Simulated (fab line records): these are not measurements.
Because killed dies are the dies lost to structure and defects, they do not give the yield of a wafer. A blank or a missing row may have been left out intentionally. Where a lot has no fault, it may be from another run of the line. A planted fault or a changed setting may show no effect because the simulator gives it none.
Comparing a struck lot with a sound one | flow sfq-line | 14 steps out of a route of 325
Sound: these wafers, L834.1, L834.2, L834.6. Struck: wafers L827.2, L827.4, L827.5. The cause is given at the end.
Per side, at each step with rows, come the tool, then ch with its chambers, and then its first start. Under that, the readings that differ: sound wafers | struck wafers | difference of the means | sigmas: that difference in standard deviations of wafers without a fault.
alike: readings whose means differ by less than 2 such deviations, and words and numbers that are the same on both sides. not compared: withheld readings, readings that some wafer has no value for, bounds like >300 that may hide the same value, and numbers for which the record gives no deviation and whose values overlap.
Wherever a step has rows on one side only, a row that says differs or no value, or a row with sigmas, the two part there. Non-overlapping numbers with no deviation appear without sigmas and do not part them. Lack of a reading on every wafer of one side parts them only where that side has two or more wafers.

first, 3 steps without rows for these wafers: SFQ_TRILAYER_R5_LITHO_EXPOSE_137 (exposes mask R5, target cd 500 nm); SFQ_TRILAYER_R5_LITHO_PEB_139 (peb time 60 s); SFQ_TRILAYER_R5_LITHO_DEVELOP_138 (time 60 s).
SFQ_R5_OVL_MEAS_935:
  sound on overlay-02, day 79 21:07; struck on overlay-01, day 77 02:22
  alike: R5_OVL
SFQ_TRILAYER_R5_BARC_OPEN_METAL_ETCH_177: etches BARC in O2, target depth 125 nm, time 41.7 s.
  sound on rie-metal-04 ch 0,1, day 79 21:09; struck on rie-metal-02 ch 0,1, day 77 02:24
  reading               | sound             | struck            | difference | sigmas
  oes-product-au (a.u.) | 0.677 0.684 0.692 | 0.691 0.697 0.693 | +0.009     | +2
  alike: drypump-motor-current-A, he-backside-leak-sccm, rf-fwd-power-W
  not compared: rf-hours-counter-h
SFQ_TRILAYER_R5_ETCH_METAL_ETCH_139: etches the open film in Cl2, stops on SiO2, target depth 60 nm, time 40 s.
  sound on rie-metal-04 ch 0,1, day 79 21:13; struck on rie-metal-02 ch 0,1, day 77 02:28
  alike: drypump-motor-current-A, he-backside-leak-sccm, oes-product-au, rf-fwd-power-W
  not compared: rf-hours-counter-h
SFQ_TRILAYER_R5_STRIP_STRIP_140: strips in O2.
  sound on rie-metal-04 ch 0,1, day 79 21:16; struck on rie-metal-02 ch 0,1, day 77 02:31
  alike: drypump-motor-current-A, he-backside-leak-sccm, oes-product-au
  not compared: rf-hours-counter-h
then, 1 step without rows for these wafers: SFQ_TRILAYER_R5_STRIP_SOLV_CLEAN_141 (cleans in NMP, time 600 s).
SFQ_TRILAYER_A5C_DEP_PECVD_142: deposits SiO2 from SiH4/N2O, time 15.556 s, target thk 70 nm.
  sound on pecvd-03 ch 0,1, day 79 22:03; struck on pecvd-04 ch 1,2, day 77 03:28
  reading            | sound             | struck            | difference | sigmas
  rf-fwd-power-W (W) | 180.4 181.8 182.2 | 179.0 179.3 180.2 | -2.0       | -2
  alike: heater-power-w, throttle-valve-pct
then, 3 steps without rows for these wafers: SFQ_TRILAYER_I5_LITHO_COAT_149 (resist thk 62.43 nm); SFQ_TRILAYER_I5_LITHO_COAT_144 (resist thk 650 nm); SFQ_TRILAYER_I5_LITHO_SOFTBAKE_148.
SFQ_TRILAYER_I5_LITHO_EXPOSE_145: exposes mask I5, target cd 700 nm.
  struck on krf-scanner-02, day 77 15:52; sound on krf-scanner-02 ch 0, day 79 23:40
  no value came back on the struck wafers for exposure-dose-mJ-cm2, focus-offset-nm (nm), sigma-outer; on the sound wafers exposure-dose-mJ-cm2 reads 21.293 21.292 21.267
  alike: mask
then, 1 step without rows for these wafers: SFQ_TRILAYER_I5_LITHO_PEB_147 (peb time 60 s).

## WHERE THEY PART
Earliest at SFQ_TRILAYER_R5_BARC_OPEN_METAL_ETCH_177; latest, in this record, at SFQ_TRILAYER_I5_LITHO_EXPOSE_145.

WHY: what the simulator had put in
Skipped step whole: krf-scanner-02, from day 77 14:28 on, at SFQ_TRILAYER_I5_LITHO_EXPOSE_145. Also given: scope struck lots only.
